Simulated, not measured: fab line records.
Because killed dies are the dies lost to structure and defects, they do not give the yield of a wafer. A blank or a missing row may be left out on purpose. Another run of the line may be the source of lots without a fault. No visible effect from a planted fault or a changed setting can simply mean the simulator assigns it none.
The same fault as seen by 2 desks / flow gf180mcu / every desk sees just its own numbers, and what lay behind them comes last

== AT THE METROLOGY DESK ==
What the gauges read for every lot (on any tool): the sampled wafers with a number, averaged. Marked OUT: a lot whose mean sits more than 4 standard deviations from the usual mean, which makes it out of limits; the brackets give that distance.
Columns: A = NSD_RS at GF_PSD_RS_MEAS_14, usual 46.19 ohm/sq; B = SAB_OVL at GF_SAB_OVL_MEAS_10, usual 0.3 nm; C = V1_BOW at GF_V1_BOW_MEAS_05, usual 83 um
lot=L210; first seen here=day 14 04:21; A=46.15; B=0.5; C=90
lot=L211; first seen here=day 14 16:44; A=46.21; B=-0.5; C=86
lot=L212; first seen here=day 15 00:01; A=46.22; B=-0.4; C=88
lot=L214; first seen here=day 15 17:20; A=46.32; B=-0.1; C=81
lot=L216; first seen here=day 16 07:48; A=46.15; B=-0.8; C=78
lot=L222; first seen here=day 18 15:22; A=48.33 (+21) OUT; B=-0.7; C=84
lot=L223; first seen here=day 19 02:46; A=48.43 (+22) OUT; B=1.7; C=84
lot=L229; first seen here=day 21 07:52; A=45.99; B=1.2; C=82
lot=L230; first seen here=day 21 08:16; A=46.16; B=-1.7; C=81
lot=L231; first seen here=day 21 16:08; A=46.09; B=0.6; C=77
lot=L232; first seen here=day 22 03:35; A=46.08; B=0.8; C=88
lot=L233; first seen here=day 22 10:11; A=46.21; B=-0.9; C=87
Finding of this desk: L222, L223 out of limits, first seen on L222 at day 18 15:22 (NSD_RS at GF_PSD_RS_MEAS_14). L210, L211, L212, L214, L216, L229, L230, L231, L232, L233 stayed within limits.

== THE TOOL OWNER'S DESK: implanter-03 ==
For each lot that ran on this tool, the mean over its sampled wafers that have a number, from the tool's own readings at GF_NSD_IMPLANT_09. Marked OUT: a lot whose mean sits more than 4 standard deviations from the usual mean, which makes it out of limits; the brackets give that distance.
Columns: A = beamEnergyKeV at GF_NSD_IMPLANT_09, usual 60.001
lot=L216; first seen here=day 15 10:13; A=60.015
lot=L222; first seen here=day 17 15:21; A=52.571 (-99 or more) OUT
lot=L223; first seen here=day 18 01:40; A=52.567 (-99 or more) OUT
This desk's finding: out of limits on L222, L223; first on L222, day 17 15:21 (beamEnergyKeV at GF_NSD_IMPLANT_09). L216 stayed within limits.

== BROUGHT TOGETHER ==
The tool owner's desk could have raised an alarm at day 17 15:21, on L222, L223.
At day 18 15:22 the metrology desk could have sounded an alarm, on L222, L223.
The lots listed all ran GF_NSD_IMPLANT_09 on implanter-03.

== WHAT THE SIMULATOR HAD INSERTED ==
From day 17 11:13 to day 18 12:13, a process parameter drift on implanter-03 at GF_NSD_IMPLANT_09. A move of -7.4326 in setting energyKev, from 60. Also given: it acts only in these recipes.
Lots struck among those shown: L222, L223.
Time in hours from fault onset to the first out-of-limits reading at each desk: tool owner's desk 4, metrology desk 28.
